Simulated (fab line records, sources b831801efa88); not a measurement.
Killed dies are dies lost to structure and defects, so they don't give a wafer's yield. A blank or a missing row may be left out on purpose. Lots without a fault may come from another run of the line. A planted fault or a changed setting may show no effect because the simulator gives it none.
fab line records | flow gf180mcu
record lots=7 wafers=21 last_day=34
route steps=602 shown MIM@510
lots that met no fault: from a run of the same line without faults
start_h: hours from the record's first day to the start of the lot's first wafer shown | wait_h: hours since the lot's step before | " the same as in the row above | L1.1+2: a row that stands for several wafers | - no value, or no start given | * or withheld: withheld | < > ~ a bound
route shown NAME@n: a module of which the file shows steps, and the number in the route of the first | usual: mean/standard deviation of fault-free wafers | same: alike in all rows | chamber/n: place in a boat | sites: the reading at each site | _std_site: their standard deviation | _edge_site: outer sites' mean less inner sites' | radius_mm: how far each site lies from the wafer's centre | mask NAME#n: copy n | behind: the tool/chamber that last shaped the wafer | hold: why the lot was held/for how many hours/how that ended | device: the transistor (n, p or np) that didn't switch | end of line: the same wafers' tests at the end of the route | a step without rows: its recipe alone | killed: dies lost to structure and defects at the first sort, not the wafer's yield | map: a wafer's dies, x killed, . not, _ none there
set.NAME: the setting as run; set.NAME@STEP: as run at that earlier step | model.NAME: the simulator's own value behind a step, which no gauge read
lots at some steps of the route; a table a step, a row a wafer
services: from which hour (start_h, from the record's first day; less than 0 if before it) a tool's chamber was out of use, for how many hours, and why
## steps
# step GF_MIM_SPUTTER_07
# recipe material=TiN target_thk_nm=60 power_w=6500 time_s=50 chamber_pressure_pa=0.4
# usual cathode_dc_power_W=6499.9/1.1 throttle_valve_pct=30.2/0.75
# columns lot.wafer tool chamber start_h wait_h cathode_dc_power_W throttle_valve_pct
L571.3 pvd_sputter-04 - 641.69 0.0 6500.4 30.3
L571.5 " - " " 6500.1 30.3
L571.6 " - " " 6499.9 29.9
L572.3 pvd_sputter-04 - 642.17 0.0 6500.2 30.5
L572.4 " - " " 6499.2 30.3
L572.6 " - " " 6500.0 30.2
L577.4 pvd_sputter-03 - 683.29 0.0 6498.9 28.7
L577.5 " - " " 6499.1 30.0
L577.6 " - " " 6498.3 31.3
L578.2 pvd_sputter-01 - 688.56 0.0 6499.7 30.8
L578.4 " - " " 6499.9 29.6
L578.6 " - " " 6501.3 29.9
L581.2 pvd_sputter-04 - 707.16 0.0 6498.8 29.8
L581.3 " - " " 6500.2 30.5
L581.5 " - " " 6500.3 30.6
L583.3 pvd_sputter-04 - 719.05 0.0 6501.0 30.7
L583.4 " - " " 6498.7 30.5
L583.6 " - " " 6499.7 30.1
L584.1 pvd_sputter-03 - 725.46 0.1 6500.0 29.7
L584.3 " - " " 6499.4 31.8
L584.4 " - " " 6499.0 28.8
# step GF_MIM_SPUTTER_08
# recipe material=AlCu target_thk_nm=200 power_w=10600 time_s=10.6 chamber_pressure_pa=0.4
# usual cathode_dc_power_W=10600/1.8 throttle_valve_pct=30.2/0.78
# columns lot.wafer tool chamber start_h wait_h cathode_dc_power_W throttle_valve_pct
L571.3 pvd_sputter-04 - 641.74 0.0 10602 30.2
L571.5 " - " " 10602 30.2
L571.6 " - " " 10602 29.9
L572.3 pvd_sputter-04 - 642.22 0.0 10602 30.4
L572.4 " - " " 10602 30.3
L572.6 " - " " 10599 30.3
L577.4 pvd_sputter-03 - 683.32 0.0 10602 28.7
L577.5 " - " " 10599 29.9
L577.6 " - " " 10601 31.3
L578.2 pvd_sputter-01 - 688.60 0.0 10600 30.2
L578.4 " - " " 10601 29.5
L578.6 " - " " 10598 29.7
L581.2 pvd_sputter-04 - 707.20 0.0 10598 29.9
L581.3 " - " " 10600 30.2
L581.5 " - " " 10600 30.2
L583.3 pvd_sputter-04 - 719.09 0.0 10601 31.2
L583.4 " - " " 10601 30.3
L583.6 " - " " 10599 30.0
L584.1 pvd_sputter-03 - 725.50 0.0 10603 30.1
L584.3 " - " " 10597 31.5
L584.4 " - " " 10602 28.8
# step GF_MIM_SPUTTER_09
# recipe material=TiN target_thk_nm=35 power_w=6500 time_s=29.2 chamber_pressure_pa=0.4
# usual cathode_dc_power_W=6500.2/1.1 throttle_valve_pct=30.2/0.8
# columns lot.wafer tool chamber start_h wait_h cathode_dc_power_W throttle_valve_pct
L571.3 pvd_sputter-04 - 641.76 0.0 6499.7 30.2
L571.5 " - " " 6498.0 30.2
L571.6 " - " " 6500.5 30.0
L572.3 pvd_sputter-04 - 642.24 0.0 6502.1 30.6
L572.4 " - " " 6498.8 30.4
L572.6 " - " " 6500.4 30.3
L577.4 pvd_sputter-03 - 683.35 0.0 6498.8 28.7
L577.5 " - " " 6502.3 29.5
L577.6 " - " " 6500.9 31.3
L578.2 pvd_sputter-01 - 688.63 0.0 6501.4 30.5
L578.4 " - " " 6497.9 29.6
L578.6 " - " " 6501.3 29.5
L581.2 pvd_sputter-04 - 707.22 0.0 6501.7 29.9
L581.3 " - " " 6500.9 30.4
L581.5 " - " " 6499.1 30.2
L583.3 pvd_sputter-04 - 719.12 0.0 6499.7 30.9
L583.4 " - " " 6500.5 30.6
L583.6 " - " " 6501.3 30.2
L584.1 pvd_sputter-03 - 725.52 0.0 6499.5 30.1
L584.3 " - " " 6498.9 31.2
L584.4 " - " " 6497.6 28.7
# step GF_MIM_RS_MEAS_10
# recipe thk_meas_gauge=four-point-probe reads=TiN_of_MIM_SPUTTER_09+AlCu_of_MIM_SPUTTER_08+TiN_of_MIM_SPUTTER_07
# usual MIM_ALCU_RS=0.1610/0.0019
# columns lot.wafer tool chamber start_h wait_h MIM_ALCU_RS[ohm/sq]
L571.3 film_metro-03 - 641.83 0.1 0.1585
L571.5 " - " " 0.1586
L571.6 " - " " 0.1597
L572.3 film_metro-02 - 642.31 0.1 0.1617
L572.4 " - " " 0.1617
L572.6 " - " " 0.1622
L577.4 film_metro-03 - 683.43 0.1 0.1621
L577.5 " - " " 0.1614
L577.6 " - " " 0.1606
L578.2 film_metro-02 - 688.68 0.0 0.1642
L578.4 " - " " 0.1615
L578.6 " - " " 0.1615
L581.2 film_metro-03 - 707.28 0.0 0.1582
L581.3 " - " " 0.1558
L581.5 " - " " 0.1567
L583.3 film_metro-03 - 719.19 0.1 0.1593
L583.4 " - " " 0.1581
L583.6 " - " " 0.1616
L584.1 film_metro-02 - 725.56 0.0 0.1613
L584.3 " - " " 0.1601
L584.4 " - " " 0.1616
# step GF_MIM_THK_MEAS_11
# recipe thk_meas_gauge=xrf reads=AlCu_of_MIM_SPUTTER_08
# usual MIM_ALCU_THK=201.6/2.7
# columns lot.wafer tool chamber start_h wait_h MIM_ALCU_THK[nm]
L571.3 film_metro-03 - 641.93 0.1 205.0
L571.5 " - " " 205.8
L571.6 " - " " 203.8
L572.3 film_metro-02 - 642.41 0.1 200.4
L572.4 " - " " 201.2
L572.6 " - " " 199.9
L577.4 film_metro-03 - 683.52 0.1 199.7
L577.5 " - " " 201.7
L577.6 " - " " 202.2
L578.2 film_metro-02 - 688.79 0.1 197.7
L578.4 " - " " 200.8
L578.6 " - " " 199.6
L581.2 film_metro-03 - 707.39 0.1 205.5
L581.3 " - " " 207.7
L581.5 " - " " 208.1
L583.3 film_metro-03 - 719.29 0.1 204.4
L583.4 " - " " 204.8
L583.6 " - " " 201.6
L584.1 film_metro-02 - 725.68 0.1 198.9
L584.3 " - " " 202.0
L584.4 " - " " 199.1
# step GF_MIM_DEHYDRATE_12
# recipe temp_c=200 time_s=60
# step GF_MIM_HMDS_13
# recipe prime_time_s=60 prime_temp_c=120
# step GF_MIM_COAT_14
# recipe resist=NOVOLAK spin_rpm=3000 resist_thk_nm=1000
# step GF_MIM_SOFTBAKE_15
# recipe temp_c=90 time_s=60 resist=NOVOLAK
# step GF_MIM_EXPOSE_16
# recipe mask_id=FuseTop target_cd_nm=2000 na=0.6 source_shape=conventional sigma_outer=0.6 dose_mj=140
# step GF_MIM_PEB_17
# recipe temp_c=withheld time_s=* resist=NOVOLAK
# step GF_MIM_DEVELOP_18
# recipe develop_time_s=60 dev_temp_c=23
# step GF_MIM_METAL_ETCH_19
# recipe chemistry=Cl2/BCl3 mask_material=NOVOLAK stop_on=Si3N4 target_depth_nm=324.5 pressure_mtorr=8 icp_w=800 bias_w=140 Cl2_flow_sccm=80 bcl3_flow_sccm=40 time_s=54.1
# usual bias_w=140.0/0.43 drypump_motor_current_A=6.0/0.48 oes_product_au=0.940/0.0058 throttle_valve_pct=28.285/0.0093
# columns lot.wafer tool chamber start_h wait_h bias_w drypump_motor_current_A oes_product_au rf_hours_counter_h throttle_valve_pct model.NOVOLAK_of_MIM_COAT_14.thk_nm
L571.3 rie_metal-01 0 660.88 0.1 139.8 5.7 0.939 - 28.280 864.3
L571.5 " 0 " " 138.7 5.7 0.951 - 28.287 867.3
L571.6 " 1 " " 140.3 6.1 0.943 - 28.275 864.6
L572.3 rie_metal-03 0 661.20 0.1 140.4 6.6 0.946 - 28.291 866.7
L572.4 " 0 " " 140.0 6.7 0.940 - 28.304 868.1
L572.6 " 0 " " 140.1 6.7 0.934 - 28.292 865.2
L577.4 rie_metal-03 1 702.22 0.1 115.1 5.3 0.940 - 28.294 877.6
L577.5 " 1 " " 115.0 5.3 0.927 - 28.291 876.8
L577.6 " 0 " " 113.6 6.6 0.942 - 28.296 873.8
L578.2 rie_metal-03 1 706.75 0.1 114.7 5.3 0.943 1 28.276 881.1
L578.4 " 0 " " 115.5 6.7 0.935 - 28.292 878.2
L578.6 " 1 " " 114.4 5.3 0.941 - 28.283 878.4
L581.2 rie_metal-03 0 725.13 0.1 114.6 6.6 0.945 4 28.262 872.9
L581.3 " 1 " " 113.9 5.3 0.946 - 28.288 871.9
L581.5 " 0 " " 113.8 6.6 0.949 - 28.279 869.9
L583.3 rie_metal-04 0 736.73 0.1 139.7 5.8 0.943 - 28.279 874.5
L583.4 " 1 " " 139.7 6.2 0.946 - 28.292 873.1
L583.6 " 1 " " 139.8 6.2 0.936 - 28.277 869.9
L584.1 rie_metal-04 0 742.05 0.1 139.9 5.8 0.935 4 28.291 872.3
L584.3 " 1 " " 139.6 6.2 0.946 - 28.275 865.5
L584.4 " 0 " " 140.4 5.7 0.936 - 28.289 870.4
# step GF_MIM_STRIP_20
# recipe chemistry=O2/N2 power_w=1400 pressure_mtorr=1500 platen_temp_c=250 o2_flow_sccm=3000 n2_flow_sccm=300 overash_fraction=0.5
# usual drypump_motor_current_A=5.9/0.31 heater_power_w=374/25 oes_product_au=0.691/0.0048 platen_temp_c=250.02/0.19 strip_time_to_endpoint_s=11.21/0.05
# columns lot.wafer tool chamber start_h wait_h drypump_motor_current_A heater_power_w oes_product_au platen_temp_c rf_hours_counter_h strip_time_to_endpoint_s
L571.3 plasma_asher-01 0 660.96 0.1 5.4 334 0.690 250.41 - 11.17
L571.5 " 0 " " 5.5 345 0.693 250.06 - 11.18
L571.6 " 1 " " 5.2 391 0.695 249.81 - 11.15
L572.3 plasma_asher-03 1 661.33 0.1 5.9 354 0.689 250.09 - 11.17
L572.4 " 0 " " 6.0 406 0.681 249.82 - 11.22
L572.6 " 0 " " 6.0 410 0.695 249.99 - 11.18
L577.4 plasma_asher-01 1 702.30 0.1 5.2 382 0.699 249.88 - 11.30
L577.5 " 1 " " 5.2 394 0.691 250.17 - 11.29
L577.6 " 0 " " 5.4 349 0.695 250.16 - 11.27
L578.2 plasma_asher-03 0 706.82 0.0 6.0 402 0.697 250.29 91 11.33
L578.4 " 1 " " 5.9 351 0.692 249.92 - 11.33
L578.6 " 1 " " 5.9 350 0.698 249.79 - 11.33
L581.2 plasma_asher-02 1 725.20 0.0 5.8 349 0.696 250.08 112 11.26
L581.3 " 0 " " 6.3 380 0.699 249.89 - 11.23
L581.5 " 0 " " 6.3 391 0.685 250.05 - 11.21
L583.3 plasma_asher-03 0 736.81 0.1 6.0 409 0.691 249.95 - 11.27
L583.4 " 1 " " 5.9 350 0.698 250.09 - 11.27
L583.6 " 1 " " 5.9 357 0.688 250.29 - 11.23
L584.1 plasma_asher-03 0 742.12 0.0 6.0 403 0.692 249.71 95 11.25
L584.3 " 1 " " 5.9 353 0.692 249.90 - 11.17
L584.4 " 0 " " 6.0 409 0.693 250.15 - 11.24
## services
# columns tool chamber start_h hours kind
pvd_sputter-04 2 619.17 - consumable_replace:kit
pvd_sputter-04 2 619.17 18.0 scheduled_down
pvd_sputter-04 2 619.17 18.0 vent_cycle
rie_metal-03 1 653.17 4.2 repair
rie_metal-03 1 657.38 - clean
rie_metal-03 1 657.38 19.4 scheduled_down
rie_metal-03 1 657.38 19.4 vent_cycle
plasma_asher-01 - 658.71 1.4 repair
pvd_sputter-03 0 665.89 - consumable_replace:kit
pvd_sputter-03 0 665.89 18.0 scheduled_down
pvd_sputter-03 0 665.89 18.0 vent_cycle
rie_metal-04 - 684.68 0.3 repair
pvd_sputter-04 1 690.27 - consumable_replace:kit
pvd_sputter-04 1 690.27 18.0 scheduled_down
pvd_sputter-04 1 690.27 18.0 vent_cycle
plasma_asher-03 - 726.07 1.9 repair
plasma_asher-02 - 733.75 9.0 pm
plasma_asher-02 0 733.75 9.0 vent_cycle
plasma_asher-02 1 733.75 9.0 vent_cycle
## key
first_sign step=GF_MIM_METAL_ETCH_19 reading=bias_w direction=down sigmas=59 usual=140.0 struck=114.5
effect none on later readings
model_effect step=GF_MIM_METAL_ETCH_19 value=NOVOLAK_of_MIM_COAT_14.thk_nm without=868 struck=875.6
met_at GF_MIM_METAL_ETCH_19
struck_wafers L577.4,L577.5,L577.6,L578.2,L578.4,L578.6,L581.2,L581.3,L581.5
sort_left_out L581.2,L581.3,L581.5
onset_between 661.20 702.22
fault kind=process_parameter_drift tool=rie_metal-03 chamber=- onset_h=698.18 steps=GF_MIM_METAL_ETCH_19 channel=bias_w offset=-25.346 shape=step end_h=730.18 acts_in=these_recipes_only stated=140
# sort_left_out: the simulated sort isn't trusted on such a fault, so these wafers' sort isn't shown, and their yield isn't known
